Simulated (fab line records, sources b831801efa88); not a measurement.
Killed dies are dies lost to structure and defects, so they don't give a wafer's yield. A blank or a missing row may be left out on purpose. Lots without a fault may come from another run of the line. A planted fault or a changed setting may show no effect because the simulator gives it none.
Which tool did it? | flow gf180mcu | 6 lots, 18 wafers sampled, at 2 steps of a route of 602

WHAT THE GAUGES READ, wafer by wafer
GF_STI_THK_MEAS_04.
lot  | measured    | on            | STI_CVD_03_THK (nm)
L877 | day 1 23:34 | film_metro-01 | 206.8 206.7 207.2
L880 | day 2 14:34 | film_metro-01 | 207.6 207.6 208.0
L885 | day 3 16:45 | film_metro-01 | 205.9 206.7 205.7
L891 | day 4 21:34 | film_metro-02 | 208.6 206.7 207.3
L896 | day 5 22:35 | film_metro-02 | 139.5 142.3 140.2
L898 | day 6 10:17 | film_metro-03 | 204.0 204.8 203.9

WHICH TOOL RAN EACH LOT (tool, then ch and the chambers of the sampled wafers, then the start)
lot  | GF_STI_CVD_03
L877 | lpcvd-02 ch 1, day 1 21:34
L880 | lpcvd-02 ch 1, day 2 12:34
L885 | lpcvd-02 ch 0, day 3 14:46
L891 | lpcvd-02 ch 0, day 4 19:34
L896 | lpcvd-02 ch 0, day 5 20:35
L898 | lpcvd-01 ch 1, day 6 08:18
- GF_STI_CVD_03: deposits Si3N4 from DCS/NH3, target thk 207.16 nm, time 3551 s.

THE ANSWER, worked out from the rows above alone
Rule: what is usual is taken from the lots themselves. Put in order of their means at a reading, lots are off if they are a third of the lots or fewer, leave a main group of 4 or more, and stand apart from it by a gap of 3 or more times the standard deviation of the main group's means; of several such gaps the widest counts. A main group whose means are all the same, to the digits that the tables above print for the reading, isn't used. A lot without any number at a reading at which 4 lots or more have one is off too. The other lots that the step has rows for count as sound.
Off: L896, at GF_STI_THK_MEAS_04 (STI_CVD_03_THK). The main group: mean 206.5 nm, standard deviation 1.3.
A tool fits if, at a process step before that reading, it ran every lot that is off, and no sound lot after the first of them. The gauges at GF_STI_THK_MEAS_04 are tried like those tools. Can't be told from this: 2 tools fit, lpcvd-02 at GF_STI_CVD_03, film_metro-02 at GF_STI_THK_MEAS_04.

WHAT THE SIMULATOR HAD PUT IN
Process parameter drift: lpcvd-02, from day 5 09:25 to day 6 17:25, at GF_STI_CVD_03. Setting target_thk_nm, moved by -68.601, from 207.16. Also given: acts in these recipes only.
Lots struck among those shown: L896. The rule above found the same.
